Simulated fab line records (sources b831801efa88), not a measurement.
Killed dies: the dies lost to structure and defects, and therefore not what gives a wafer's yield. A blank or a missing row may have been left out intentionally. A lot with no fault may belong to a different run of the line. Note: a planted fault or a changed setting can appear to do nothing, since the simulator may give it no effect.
fab line records | flow sky130
[record] lots = 15 | wafers = 45 | lastDay = 50
route steps=708 shown VT_ADJUST_NCORE@123 VT_ADJUST_HVTR@139 POLY_GATE@228 METAL1@434
lots untouched by any fault: they come from a run of this same line in which no faults occurred
startH: hours from the record's opening day to when the first of the lot's shown wafers began | waitH: hours since the lot's step before | " repeats the value in the row above | L1.1+2: several wafers, shown together as one row | - no value, or no start was given | * or withheld: withheld | < > ~ a bound
route shown NAME@n: a module of which the file shows steps, and the number in the route of the first | usual: mean/standard deviation of fault-free wafers | same: alike in all rows | chamber/n: place in a boat | sites: the reading at each site | _std_site: how widely they spread, as a standard deviation | _edge_site: outer sites' mean less inner sites' | radiusMm: for every site, how far away it sits from the centre of the wafer | mask NAME#n: copy n | behind: the last tool/chamber to shape the wafer | hold: why the lot went on hold/how many hours it stayed there/how the hold came to an end | device: the n, p or np transistor that did not switch | end of line: the tests these same wafers got at the end of their route | step lacking rows: just its recipe | killed: not the wafer's yield, but the dies lost to structure and defects at the first sort | map: a wafer's dies, x killed, . not, _ none there
set.NAME: the setting the step ran with; set.NAME@STEP: the setting that earlier step ran with | model.NAME: the simulator's own value behind a step, which no gauge read
a sample of lots followed through the steps of the route, with each step as a table and each wafer as a row
services: the hour from which a tool's chamber was out of use, counted from the record's first day as startH (under 0 if before that day), plus the number of hours and why
[[steps]]
[step SKY_VT_ADJUST_NCORE_EXPOSE_04]
[recipe] maskId = LVTN_COMPLEMENT_THIN | na = 0.6 | sourceShape = conventional | sigmaOuter = 0.6 | polarization = unpolarized | targetCdNm = 380 | doseMj = 139
[usual] exposureDoseMJCm2 = 138.98/0.13 | focusOffsetNm = 0.0/0.55 | na = 0.6/0
lot.wafer | tool            | chamber | startH | waitH | mask                   | exposureDoseMJCm2 | focusOffsetNm | na
L926.1    | ilineStepper-01 | 0       | 174.97 | -     | LVTN_COMPLEMENT_THIN#0 | 139.10            | 0.5           | 0.6
L926.2    | "               | 0       | "      | "     | LVTN_COMPLEMENT_THIN#0 | 139.11            | -1.2          | 0.6
L926.5    | "               | 0       | "      | "     | LVTN_COMPLEMENT_THIN#0 | 138.86            | 0.2           | 0.6
L927.2    | ilineStepper-01 | 0       | 181.57 | -     | LVTN_COMPLEMENT_THIN#0 | 139.01            | -0.3          | 0.6
L927.3    | "               | 0       | "      | "     | LVTN_COMPLEMENT_THIN#0 | 139.06            | -0.2          | 0.6
L927.4    | "               | 0       | "      | "     | LVTN_COMPLEMENT_THIN#0 | 139.14            | 0.1           | 0.6
L931.2    | ilineStepper-01 | 0       | 206.98 | -     | LVTN_COMPLEMENT_THIN#0 | 139.09            | 0.6           | 0.6
L931.4    | "               | 0       | "      | "     | LVTN_COMPLEMENT_THIN#0 | 138.97            | 0.0           | 0.6
L931.5    | "               | 0       | "      | "     | LVTN_COMPLEMENT_THIN#0 | 138.77            | -0.5          | 0.6
L933.3    | ilineStepper-01 | 0       | 220.19 | -     | LVTN_COMPLEMENT_THIN#0 | 139.07            | -0.7          | 0.6
L933.4    | "               | 0       | "      | "     | LVTN_COMPLEMENT_THIN#0 | 138.93            | -0.8          | 0.6
L933.6    | "               | 0       | "      | "     | LVTN_COMPLEMENT_THIN#0 | 139.03            | -0.3          | 0.6
L934.2    | ilineStepper-01 | 0       | 231.80 | -     | LVTN_COMPLEMENT_THIN#0 | 139.22            | 0.5           | 0.6
L934.3    | "               | 0       | "      | "     | LVTN_COMPLEMENT_THIN#0 | 139.36            | 0.6           | 0.6
L934.5    | "               | 0       | "      | "     | LVTN_COMPLEMENT_THIN#0 | 138.92            | 0.3           | 0.6
L935.1    | ilineStepper-02 | 0       | 239.07 | -     | LVTN_COMPLEMENT_THIN#0 | 138.90            | 0.5           | 0.6
L935.5    | "               | 0       | "      | "     | LVTN_COMPLEMENT_THIN#0 | 138.82            | -0.1          | 0.6
L935.6    | "               | 0       | "      | "     | LVTN_COMPLEMENT_THIN#0 | 138.93            | 0.5           | 0.6
L936.1    | ilineStepper-01 | 0       | 245.55 | -     | LVTN_COMPLEMENT_THIN#0 | 138.90            | -1.1          | 0.6
L936.3    | "               | 0       | "      | "     | LVTN_COMPLEMENT_THIN#0 | 139.16            | -0.2          | 0.6
L936.5    | "               | 0       | "      | "     | LVTN_COMPLEMENT_THIN#0 | 139.19            | -0.5          | 0.6
L939.1    | ilineStepper-01 | 0       | 259.53 | -     | LVTN_COMPLEMENT_THIN#0 | 138.96            | 0.3           | 0.6
L939.3    | "               | 0       | "      | "     | LVTN_COMPLEMENT_THIN#0 | 139.06            | 0.6           | 0.6
L939.6    | "               | 0       | "      | "     | LVTN_COMPLEMENT_THIN#0 | 138.59            | -0.1          | 0.6
L940.2    | ilineStepper-01 | -       | 268.72 | -     | LVTN_COMPLEMENT_THIN#0 | -                 | -             | -
L940.3    | "               | -       | "      | "     | LVTN_COMPLEMENT_THIN#0 | -                 | -             | -
L940.4    | "               | -       | "      | "     | LVTN_COMPLEMENT_THIN#0 | -                 | -             | -
L941.2    | ilineStepper-01 | -       | 278.45 | -     | LVTN_COMPLEMENT_THIN#0 | -                 | -             | -
L941.5    | "               | -       | "      | "     | LVTN_COMPLEMENT_THIN#0 | -                 | -             | -
L941.6    | "               | -       | "      | "     | LVTN_COMPLEMENT_THIN#0 | -                 | -             | -
L942.1    | ilineStepper-01 | -       | 284.28 | -     | LVTN_COMPLEMENT_THIN#0 | -                 | -             | -
L942.4    | "               | -       | "      | "     | LVTN_COMPLEMENT_THIN#0 | -                 | -             | -
L942.5    | "               | -       | "      | "     | LVTN_COMPLEMENT_THIN#0 | -                 | -             | -
L945.1    | ilineStepper-01 | 0       | 311.13 | -     | LVTN_COMPLEMENT_THIN#0 | 139.12            | 0.3           | 0.6
L945.2    | "               | 0       | "      | "     | LVTN_COMPLEMENT_THIN#0 | 139.01            | 0.4           | 0.6
L945.6    | "               | 0       | "      | "     | LVTN_COMPLEMENT_THIN#0 | 139.13            | 0.1           | 0.6
L947.1    | ilineStepper-01 | 0       | 321.82 | -     | LVTN_COMPLEMENT_THIN#0 | 139.21            | 0.5           | 0.6
L947.3    | "               | 0       | "      | "     | LVTN_COMPLEMENT_THIN#0 | 139.21            | -1.1          | 0.6
L947.5    | "               | 0       | "      | "     | LVTN_COMPLEMENT_THIN#0 | 138.77            | 0.5           | 0.6
L948.1    | ilineStepper-01 | 0       | 324.28 | -     | LVTN_COMPLEMENT_THIN#0 | 138.97            | -1.2          | 0.6
L948.5    | "               | 0       | "      | "     | LVTN_COMPLEMENT_THIN#0 | 138.87            | -0.5          | 0.6
L948.6    | "               | 0       | "      | "     | LVTN_COMPLEMENT_THIN#0 | 138.84            | 0.5           | 0.6
L949.2    | ilineStepper-01 | 0       | 330.10 | -     | LVTN_COMPLEMENT_THIN#0 | 139.07            | 0.6           | 0.6
L949.3    | "               | 0       | "      | "     | LVTN_COMPLEMENT_THIN#0 | 138.86            | -0.3          | 0.6
L949.4    | "               | 0       | "      | "     | LVTN_COMPLEMENT_THIN#0 | 139.08            | 0.0           | 0.6
[step SKY_VT_ADJUST_HVTR_OVL_MEAS_08]
[usual] VT_ADJUST_HVTR_OVL = 1.2/1.3
lot.wafer | tool       | chamber | startH | waitH | VT_ADJUST_HVTR_OVL[nm]
L926.1    | overlay-01 | -       | 205.82 | 0.1   | 0.2
L926.2    | "          | -       | "      | "     | 0.9
L926.5    | "          | -       | "      | "     | 3.1
L927.2    | overlay-01 | -       | 212.31 | 0.1   | 0.7
L927.3    | "          | -       | "      | "     | 2.5
L927.4    | "          | -       | "      | "     | 1.8
L931.2    | overlay-01 | -       | 239.66 | 0.1   | -0.7
L931.4    | "          | -       | "      | "     | -0.4
L931.5    | "          | -       | "      | "     | -1.2
L933.3    | overlay-01 | -       | 255.24 | 0.1   | 1.5
L933.4    | "          | -       | "      | "     | 2.1
L933.6    | "          | -       | "      | "     | 0.9
L934.2    | overlay-02 | -       | 267.58 | 0.1   | 0.2
L934.3    | "          | -       | "      | "     | 0.8
L934.5    | "          | -       | "      | "     | 0.8
L935.1    | overlay-02 | -       | 274.80 | 0.1   | 1.6
L935.5    | "          | -       | "      | "     | 2.9
L935.6    | "          | -       | "      | "     | 0.7
L936.1    | overlay-02 | -       | 281.85 | 0.1   | 0.9
L936.3    | "          | -       | "      | "     | 2.8
L936.5    | "          | -       | "      | "     | 1.1
L939.1    | overlay-01 | -       | 297.65 | 0.1   | 0.7
L939.3    | "          | -       | "      | "     | 0.2
L939.6    | "          | -       | "      | "     | 2.1
L940.2    | overlay-02 | -       | 307.20 | 0.1   | 1.7
L940.3    | "          | -       | "      | "     | 1.6
L940.4    | "          | -       | "      | "     | 1.9
L941.2    | overlay-01 | -       | 316.36 | 0.1   | 2.3
L941.5    | "          | -       | "      | "     | 0.0
L941.6    | "          | -       | "      | "     | 3.4
L942.1    | overlay-01 | -       | 323.97 | 0.1   | 0.2
L942.4    | "          | -       | "      | "     | 0.1
L942.5    | "          | -       | "      | "     | 0.4
L945.1    | overlay-02 | -       | 350.87 | 0.1   | 0.7
L945.2    | "          | -       | "      | "     | 1.4
L945.6    | "          | -       | "      | "     | 0.0
L947.1    | overlay-02 | -       | 362.45 | 0.1   | 1.0
L947.3    | "          | -       | "      | "     | 0.2
L947.5    | "          | -       | "      | "     | -0.7
L948.1    | overlay-02 | -       | 364.32 | 0.1   | 1.4
L948.5    | "          | -       | "      | "     | 0.8
L948.6    | "          | -       | "      | "     | 1.4
L949.2    | overlay-01 | -       | 370.64 | 0.1   | 1.8
L949.3    | "          | -       | "      | "     | 2.4
L949.4    | "          | -       | "      | "     | 2.9
[step SKY_POLY_GATE_OVL_MEAS_14]
[usual] POLY_GATE_OVL = -2/4.5
lot.wafer | tool       | chamber | startH | waitH | POLY_GATE_OVL[nm]
L926.1    | overlay-01 | -       | 371.20 | 0.1   | 4
L926.2    | "          | -       | "      | "     | 1
L926.5    | "          | -       | "      | "     | 3
L927.2    | overlay-01 | -       | 378.03 | 0.1   | -5
L927.3    | "          | -       | "      | "     | -2
L927.4    | "          | -       | "      | "     | -2
L931.2    | overlay-02 | -       | 411.57 | 0.1   | 5
L931.4    | "          | -       | "      | "     | 3
L931.5    | "          | -       | "      | "     | 7
L933.3    | overlay-02 | -       | 438.03 | 0.1   | 9
L933.4    | "          | -       | "      | "     | -2
L933.6    | "          | -       | "      | "     | 5
L934.2    | overlay-01 | -       | 449.48 | 0.1   | -11
L934.3    | "          | -       | "      | "     | -7
L934.5    | "          | -       | "      | "     | -3
L935.1    | overlay-02 | -       | 464.77 | 0.1   | -15
L935.5    | "          | -       | "      | "     | -9
L935.6    | "          | -       | "      | "     | -5
L936.1    | overlay-01 | -       | 471.25 | 0.1   | -4
L936.3    | "          | -       | "      | "     | -4
L936.5    | "          | -       | "      | "     | -1
L939.1    | overlay-02 | -       | 489.57 | 0.1   | -8
L939.3    | "          | -       | "      | "     | -3
L939.6    | "          | -       | "      | "     | -5
L940.2    | overlay-02 | -       | 509.72 | 0.1   | -6
L940.3    | "          | -       | "      | "     | -6
L940.4    | "          | -       | "      | "     | -9
L941.2    | overlay-01 | -       | 510.33 | 0.1   | 6
L941.5    | "          | -       | "      | "     | -4
L941.6    | "          | -       | "      | "     | -4
L942.1    | overlay-01 | -       | 516.52 | 0.1   | -5
L942.4    | "          | -       | "      | "     | -1
L942.5    | "          | -       | "      | "     | 0
L945.1    | overlay-01 | -       | 546.25 | 0.1   | 5
L945.2    | "          | -       | "      | "     | 5
L945.6    | "          | -       | "      | "     | 4
L947.1    | overlay-01 | -       | 560.07 | 0.1   | 3
L947.3    | "          | -       | "      | "     | -3
L947.5    | "          | -       | "      | "     | 3
L948.1    | overlay-01 | -       | 561.62 | 0.1   | -3
L948.5    | "          | -       | "      | "     | -4
L948.6    | "          | -       | "      | "     | -4
L949.2    | overlay-01 | -       | 564.38 | 0.1   | 2
L949.3    | "          | -       | "      | "     | -2
L949.4    | "          | -       | "      | "     | 2
[step SKY_METAL1_SPUTTER_00]
[recipe] material = Ti | targetThkNm = 15 | powerW = 3000 | timeS = 10 | chamberPressurePa = 0.4
[usual] throttleValvePct = 29.9/0.83
lot.wafer | tool          | chamber | startH | waitH | throttleValvePct
L926.1    | pvdSputter-03 | -       | 742.31 | 0.1   | 29.7
L926.2    | "             | -       | "      | "     | 30.0
L926.5    | "             | -       | "      | "     | 30.9
L927.2    | pvdSputter-02 | -       | 752.17 | 0.1   | 30.1
L927.3    | "             | -       | "      | "     | 30.6
L927.4    | "             | -       | "      | "     | 30.9
L931.2    | pvdSputter-02 | -       | 781.30 | 0.1   | 30.5
L931.4    | "             | -       | "      | "     | 30.3
L931.5    | "             | -       | "      | "     | 30.7
L933.3    | pvdSputter-02 | -       | 805.24 | 0.2   | 30.3
L933.4    | "             | -       | "      | "     | 30.4
L933.6    | "             | -       | "      | "     | 30.2
L934.2    | pvdSputter-03 | -       | 811.79 | 0.2   | 31.0
L934.3    | "             | -       | "      | "     | 29.5
L934.5    | "             | -       | "      | "     | 29.6
L935.1    | pvdSputter-01 | -       | 826.97 | 0.1   | 29.0
L935.5    | "             | -       | "      | "     | 28.2
L935.6    | "             | -       | "      | "     | 28.9
L936.1    | pvdSputter-02 | -       | 835.33 | 0.2   | 30.4
L936.3    | "             | -       | "      | "     | 31.2
L936.5    | "             | -       | "      | "     | 30.4
L939.1    | pvdSputter-03 | -       | 848.05 | 0.2   | 29.6
L939.3    | "             | -       | "      | "     | 30.9
L939.6    | "             | -       | "      | "     | 29.9
L940.2    | pvdSputter-01 | -       | 865.32 | 0.1   | 28.9
L940.3    | "             | -       | "      | "     | 30.8
L940.4    | "             | -       | "      | "     | 28.4
L941.2    | pvdSputter-02 | -       | 870.33 | 0.2   | 30.2
L941.5    | "             | -       | "      | "     | 31.1
L941.6    | "             | -       | "      | "     | 30.3
L942.1    | pvdSputter-01 | -       | 873.81 | 0.2   | 28.4
L942.4    | "             | -       | "      | "     | 30.9
L942.5    | "             | -       | "      | "     | 28.8
L945.1    | pvdSputter-01 | -       | 895.11 | 0.2   | 28.3
L945.2    | "             | -       | "      | "     | 30.6
L945.6    | "             | -       | "      | "     | 29.1
L947.1    | pvdSputter-03 | -       | 906.25 | 0.2   | 29.0
L947.3    | "             | -       | "      | "     | 29.9
L947.5    | "             | -       | "      | "     | 29.8
L948.1    | pvdSputter-01 | -       | 910.41 | 0.2   | 28.9
L948.5    | "             | -       | "      | "     | 29.0
L948.6    | "             | -       | "      | "     | 31.0
L949.2    | pvdSputter-02 | -       | 912.02 | 0.1   | 30.1
L949.3    | "             | -       | "      | "     | 31.0
L949.4    | "             | -       | "      | "     | 30.3
[[services]]
tool            | chamber | startH | hours | kind
ilineStepper-01 | -       | 162.22 | 4.4   | pm
pvdSputter-02   | -       | 227.66 | 1.1   | repair
ilineStepper-01 | -       | 229.51 | 1.7   | pm
pvdSputter-01   | -       | 257.56 | 3.5   | repair
pvdSputter-02   | -       | 285.86 | 10.4  | repair
pvdSputter-02   | -       | 308.95 | 1.3   | repair
pvdSputter-02   | -       | 309.83 | 2.9   | repair
pvdSputter-03   | -       | 348.37 | 1.7   | repair
ilineStepper-01 | -       | 423.63 | 36.0  | repair
pvdSputter-01   | -       | 443.29 | 0.6   | repair
pvdSputter-02   | -       | 449.86 | 4.7   | repair
ilineStepper-01 | -       | 459.62 | 1.7   | pm
pvdSputter-02   | -       | 530.39 | 2.4   | repair
pvdSputter-03   | -       | 531.76 | 4.3   | repair
pvdSputter-01   | -       | 534.71 | 9.0   | repair
ilineStepper-01 | -       | 551.68 | 2.1   | pm
ilineStepper-01 | -       | 556.45 | 0.8   | repair
pvdSputter-02   | -       | 604.67 | 1.3   | repair
pvdSputter-01   | -       | 628.03 | 0.6   | repair
pvdSputter-01   | -       | 633.24 | 3.7   | repair
ilineStepper-01 | -       | 665.87 | 1.7   | pm
ilineStepper-01 | -       | 832.20 | 1.6   | repair
ilineStepper-01 | -       | 853.39 | 5.7   | repair
ilineStepper-01 | -       | 884.05 | 1.7   | pm
[[key]]
[firstSign] step = SKY_VT_ADJUST_NCORE_EXPOSE_04 | reading = toolRecord | direction = missing
effect none on later readings
metAt SKY_VT_ADJUST_NCORE_EXPOSE_04
struckLots L940,L941,L942
sortLeftOut L940.2,L940.3,L940.4,L941.2,L941.5,L941.6,L942.1,L942.4,L942.5
testerLeftOut L940,L941,L942
notActingAt SKY_VT_ADJUST_HVTR_OVL_MEAS_08,SKY_POLY_GATE_OVL_MEAS_14,SKY_METAL1_SPUTTER_00
onsetBetween 259.53 268.72
[fault] kind = skippedStepWhole | tool = ilineStepper-01 | chamber = - | onsetH = 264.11 | steps = SKY_VT_ADJUST_NCORE_EXPOSE_04 | scope = struckLotsOnly
// testerLeftOut: of these lots the tester's yield and bins aren't shown, on N5 and GAA mostly nor the transistor test; their killed dies are dies lost to structure and defects alone, not to doping, threshold or leakage, so they don't give the yield
// sortLeftOut: the simulated sort isn't trusted on such a fault, so these wafers' sort isn't shown, and their yield isn't known
